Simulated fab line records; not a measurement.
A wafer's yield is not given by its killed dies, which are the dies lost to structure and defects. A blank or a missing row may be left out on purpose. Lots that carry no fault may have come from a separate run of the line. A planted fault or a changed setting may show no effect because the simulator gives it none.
What tool caused it? -- flow sky130 -- 13 lots with 39 wafers sampled at 4 steps, on a route of 708 steps

## WHAT EACH GAUGE READ, for each wafer
SKY_CONTACT_RS_MEAS_25: measurement is done with a four-point probe. Usual: CONTACT_W_RS 0.333 ohm/sq, standard deviation 0.0052.
lot,measured,on,CONTACT_W_RS (ohm/sq),flag
L449,day 31 10:22,film metro-03,0.330 0.342 0.338,
L454,day 33 00:06,film metro-02,0.335 0.325 0.338,
L455,day 33 12:03,film metro-02,0.334 0.335 0.329,
L456,day 34 00:01,film metro-02,0.338 0.336 0.335,
L459,day 34 14:58,film metro-01,0.326 0.329 0.325,
L458,day 34 18:38,film metro-02,0.331 0.331 0.329,
L460,day 34 21:04,film metro-03,0.336 0.332 0.336,
L461,day 35 13:35,film metro-03,0.334 0.334 0.339,
L462,day 35 23:28,film metro-02,0.328 0.328 0.329,
L464,day 36 08:50,film metro-01,0.331 0.343 0.345,
L466,day 37 00:08,film metro-02,0.330 0.336 0.332,
L467,day 37 05:20,film metro-03,0.326 0.335 0.339,
L469,day 38 09:31,film metro-01,0.343 0.334 0.341,

SKY_METAL1_OVL_MEAS_16. Usual: METAL1_OVL 0 nm, standard deviation 5.1.
lot,measured,on,METAL1_OVL (nm),flag
L449,day 32 13:50,overlay-01,5 4 3,
L454,day 34 03:24,overlay-02,2 7 7,
L455,day 34 15:08,overlay-01,-3 -1 -1,
L456,day 35 03:18,overlay-01,-6 -3 -3,
L459,day 35 17:45,overlay-01,4 2 9,
L458,day 35 21:44,overlay-01,-1 -5 -2,
L460,day 35 23:29,overlay-02,3 4 5,
L461,day 36 15:47,overlay-01,0 7 8,
L462,day 37 02:27,overlay-01,-7 0 -1,
L464,day 37 12:20,overlay-01,3 9 1,
L466,day 38 02:38,overlay-01,-3 1 -1,
L467,day 38 07:48,overlay-02,1 -8 -3,
L469,day 39 11:26,overlay-01,2 2 -2,

## EACH LOT AND THE TOOL THAT RAN IT (in order: tool; ch and the chambers of the sampled wafers; start)
lot,SKY_METAL1_SPUTTER_00,SKY_METAL1_COAT_10
L449,"pvd sputter-02, day 31 10:51","litho track-02 ch 0, day 32 00:00"
L454,"pvd sputter-01, day 33 00:32","litho track-04 ch 0, day 33 14:00"
L455,"pvd sputter-01, day 33 12:29","litho track-03 ch 0, day 34 01:00"
L456,"pvd sputter-02, day 34 00:37","litho track-04 ch 0, day 34 14:00"
L459,"pvd sputter-04, day 34 15:25","litho track-03 ch 0, day 35 04:00"
L458,"pvd sputter-04, day 34 19:11","litho track-03 ch 0, day 35 08:00"
L460,"pvd sputter-01, day 34 21:33","litho track-04 ch 0, day 35 09:00"
L461,"pvd sputter-04, day 35 14:03","litho track-04 ch 0, day 36 02:00"
L462,"pvd sputter-01, day 35 23:55","litho track-03 ch 0, day 36 12:00"
L464,"pvd sputter-01, day 36 09:17","litho track-04 ch 0, day 36 22:00"
L466,"pvd sputter-01, day 37 00:34","litho track-03 ch 0, day 37 13:00"
L467,"pvd sputter-01, day 37 05:47","litho track-04 ch 0, day 37 18:00"
L469,"pvd sputter-01, day 38 10:00","litho track-02 ch 0, day 38 22:00"
- SKY_METAL1_SPUTTER_00: material Ti, target thk 15 nm, time 10 s.
- SKY_METAL1_COAT_10: resist thk 450 nm.

## AS READ BY THE TOOLS THEMSELVES (means over the sampled wafers that have a number; for cases with no such wafer, the mark the record gives instead)
SKY_METAL1_SPUTTER_00. Usual: throttle valve pct 30.3 %, standard deviation 1.2.
lot,tool,throttle valve pct (%),flag
L449,pvd sputter-02,29.9,
L454,pvd sputter-01,30.3,
L455,pvd sputter-01,31.4,
L456,pvd sputter-02,30.8,
L459,pvd sputter-04,29.4,
L458,pvd sputter-04,29.0,
L460,pvd sputter-01,31.4,
L461,pvd sputter-04,29.0,
L462,pvd sputter-01,30.0,
L464,pvd sputter-01,30.9,
L466,pvd sputter-01,31.1,
L467,pvd sputter-01,30.7,
L469,pvd sputter-01,31.0,

SKY_METAL1_COAT_10. Usual: spin speed rpm 3000.1 rpm, standard deviation 2.1.
lot,tool,spin speed rpm (rpm),flag
L449,litho track-02,2998.9,
L454,litho track-04,2999.3,
L455,litho track-03,2999.9,
L456,litho track-04,3001.2,
L459,litho track-03,2998.8,
L458,litho track-03,2997.3,
L460,litho track-04,2999.1,
L461,litho track-04,3000.0,
L462,litho track-03,2999.0,
L464,litho track-04,2868.8,OFF
L466,litho track-03,2999.3,
L467,litho track-04,2867.5,OFF
L469,litho track-02,3001.9,

## THE ANSWER, worked out from the rows above alone
Rule: take the mean of a lot's wafers that have a number; if it is more than 3 standard deviations from the usual mean, the lot is off. A lot without any number at a reading at which 4 lots or more have one is off too. Where the step has rows for the other lots, those lots are counted as sound. The gauges are gone through in route order, then the tools' own readings, and for those a lot's mean is taken as printed above. At the first step where some lot is off, the reading lying furthest off is the one used; lots without a number count as furthest.
Off at SKY_METAL1_COAT_10 (spin speed rpm): L464, L467.
A tool fits if, at that step or a process step before it, it ran every lot that is off, and no sound lot after the first of them. One candidate fits, namely litho track-04 at SKY_METAL1_COAT_10. A fault onset in the window from L461 (day 36 02:00, its last sound lot) to L464 (day 36 22:00, its first lot off) fits.
On the lots that are off, the tool's own readings at SKY_METAL1_COAT_10 differ by more than 5 times the standard deviation of the sound lots' means, which bears it out; spin speed rpm reads 2868.2 rpm there versus 2999.5 rpm on the sound lots.

## WHAT THE SIMULATOR HAD PUT IN
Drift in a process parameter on litho track-04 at SKY_METAL1_COAT_10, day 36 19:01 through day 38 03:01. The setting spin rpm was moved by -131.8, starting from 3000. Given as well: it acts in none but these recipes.
Shown lots that were struck: L464, L467. The rule given above showed the same thing.
